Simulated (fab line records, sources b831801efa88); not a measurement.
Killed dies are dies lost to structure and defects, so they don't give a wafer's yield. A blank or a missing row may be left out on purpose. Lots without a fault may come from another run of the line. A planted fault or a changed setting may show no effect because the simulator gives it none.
Problem report in the 8D (eight disciplines) form, filled by code | flow sky130 | the parts of the form that need people (team, actions taken, sign-off) are left out

1. THE PROBLEM
beam_on_s at SKY_LDD_N_IMPLANT_12 reads a mean of 14.15 s on 3 wafers of 3 lots; wafers without a fault read 10.00 s with a standard deviation of 0.18. That is +23 standard deviations from the usual mean.
First seen on wafer L598.1, day 21 06:20, on implanter-01. The record holds 30 wafers of 11 lots with a number at this step. Rule for "out", or "out of limits": more than 4 standard deviations from the usual mean. The other wafers with a number count as sound.

2. WHAT IT IS AND WHAT IT IS NOT
question                    | is                            | is not
which readings at this step | beam_on_s, faraday_current_uA | end_station_pressure_torr, rotation_deg
which lots                  | L598, L599, L601              | L591, L592, L594, L604, L605, L606, L610, L612
which wafers of those lots  | L598.1, L599.1, L601.1        | L598.5, L599.5, L601.5
read on which tools         | implanter-01                  | implanter-02, implanter-03
when                        | from day 21 06:20             | up to then (10 sound wafers); but 17 sound wafers of L599, L601, L604, L605, L606, L610, L612 came after

3. SUSPECTS, AND WHAT RULES EACH OUT
Counting: a tool at a process step up to the reading stays a suspect if it ran every lot that is out. Sound lots after the first of them don't rule it out here, since some wafers of a struck lot are sound.
- implanter-01 at SKY_LDD_N_IMPLANT_12: kept. It ran every lot that is out, first L598 (day 21 06:20); its last sound lot up to then is L594 (day 19 10:15). Its own readings are out on those wafers: beam_on_s, faraday_current_uA.
Left after counting: implanter-01 at SKY_LDD_N_IMPLANT_12.

4. THE CAUSE (what the simulator had put in)
Process parameter drift: implanter-01, from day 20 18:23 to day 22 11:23, at SKY_LDD_N_IMPLANT_12. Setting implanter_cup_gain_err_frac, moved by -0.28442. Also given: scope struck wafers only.
Counting left only this tool.

5. THE CHAIN OF EFFECTS, in route order
Each row: a reading whose mean over the struck wafers that have a number lies more than 3 standard deviations from the usual. Only readings for which the record gives a usual standard deviation are gone through. hours: the time from each lot's start at the first step in this table that gives one to its start at this step, as a median over the lots. sigmas: the change in usual standard deviations.
hours | step                 | reading            | usual   | on struck wafers | change | sigmas
0     | SKY_LDD_N_IMPLANT_12 | beam_on_s          | 10.00 s | 14.15            | +4.15  | +23
0     | SKY_LDD_N_IMPLANT_12 | faraday_current_uA | 28.2    | 19.9             | -8.3   | -16
The process steps in it:
- SKY_LDD_N_IMPLANT_12
Later measuring or inspecting steps at which every struck wafer that the step has a row for has a number for every such reading, and none has moved that far: SKY_PASSIVATION_THK_MEAS_03.

6. WHAT WOULD HAVE CAUGHT IT SOONER
In this record the first reading out of limits was taken at day 21 06:20, 12 hours after the fault began at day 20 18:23.
